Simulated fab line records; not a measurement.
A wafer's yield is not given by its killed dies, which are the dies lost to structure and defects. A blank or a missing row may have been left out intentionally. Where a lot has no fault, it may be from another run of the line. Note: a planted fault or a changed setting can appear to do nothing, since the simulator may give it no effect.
2 desks, one fault / flow gf180mcu / what lay behind the numbers comes last; until then each desk has only its own

TOOL OWNER'S DESK, implanter-02
For each lot that ran on this tool, the mean over its sampled wafers that have a number, from the tool's own readings at GF_HV_LDD_IMPLANT_09. If a lot's mean is further than 4 standard deviations from the usual mean, the lot is out of limits and carries the mark OUT (the distance appears in the brackets).
Columns: A = beam-energy-keV at GF_HV_LDD_IMPLANT_09, usual 40.000; B = beam-on-s at GF_HV_LDD_IMPLANT_09, usual 10.00 s
lot=L573; first seen here=day 12 08:04; A=39.984; B=9.85
lot=L575; first seen here=day 12 13:28; A=40.000; B=9.99
lot=L582; first seen here=day 14 23:32; A=41.539 (+99 or more) OUT; B=10.05
lot=L583; first seen here=day 15 12:25; A=41.541 (+99 or more) OUT; B=10.21
This desk finds L582, L583 out of limits, L582 being first, at day 14 23:32 (beam-energy-keV at GF_HV_LDD_IMPLANT_09). Within limits: L573, L575.

AT THE METROLOGY DESK
What the gauges read, lot by lot, whatever tool the lot ran on: means of the sampled wafers that have a number. If a lot's mean is further than 4 standard deviations from the usual mean, the lot is out of limits and carries the mark OUT (the distance appears in the brackets).
Columns: A = HV_LDD_TW at GF_HV_LDD_TW_MEAS_11, usual 2397; B = V1_OVL at GF_V1_OVL_MEAS_15, usual -2 nm
lot=L566; first seen here=day 10 05:37; A=2416; B=1
lot=L568; first seen here=day 10 16:40; A=2397; B=2
lot=L571; first seen here=day 11 12:38; A=2379; B=-1
lot=L572; first seen here=day 11 19:37; A=2395; B=-9
lot=L573; first seen here=day 12 08:19; A=2398; B=-5
lot=L575; first seen here=day 12 13:43; A=2402; B=-3
lot=L582; first seen here=day 14 23:46; A=2425; B=-11
lot=L583; first seen here=day 15 12:40; A=2446 (+4.1) OUT; B=3
lot=L584; first seen here=day 15 17:13; A=2407; B=-4
lot=L585; first seen here=day 16 01:25; A=2402; B=-3
lot=L587; first seen here=day 16 17:50; A=2392; B=-3
lot=L588; first seen here=day 16 23:13; A=2388; B=5
lot=L589; first seen here=day 17 07:00; A=2394; B=-12
Per this desk, out of limits: L583; the first was L583, day 15 12:40 (HV_LDD_TW at GF_HV_LDD_TW_MEAS_11). Within limits: L566, L568, L571, L572, L573, L575, L582, L584, L585, L587, L588, L589.

ALL TOGETHER
At day 14 23:32, on L582, L583, the tool owner's desk was in a position to raise an alarm.
At day 15 12:40 the metrology desk could have sounded an alarm, on L583.
The metrology desk has L582 on record, within its limits.
On implanter-02, each named lot ran GF_HV_LDD_IMPLANT_09.

WHAT HAD BEEN PUT IN BY THE SIMULATOR
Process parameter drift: implanter-02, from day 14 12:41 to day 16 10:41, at GF_HV_LDD_IMPLANT_09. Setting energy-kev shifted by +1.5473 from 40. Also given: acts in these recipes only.
Shown lots that were struck: L582, L583.
Counting hours from when the fault started, the first reading out of limits came at 11 for the tool owner's desk and at 24 for the metrology desk.
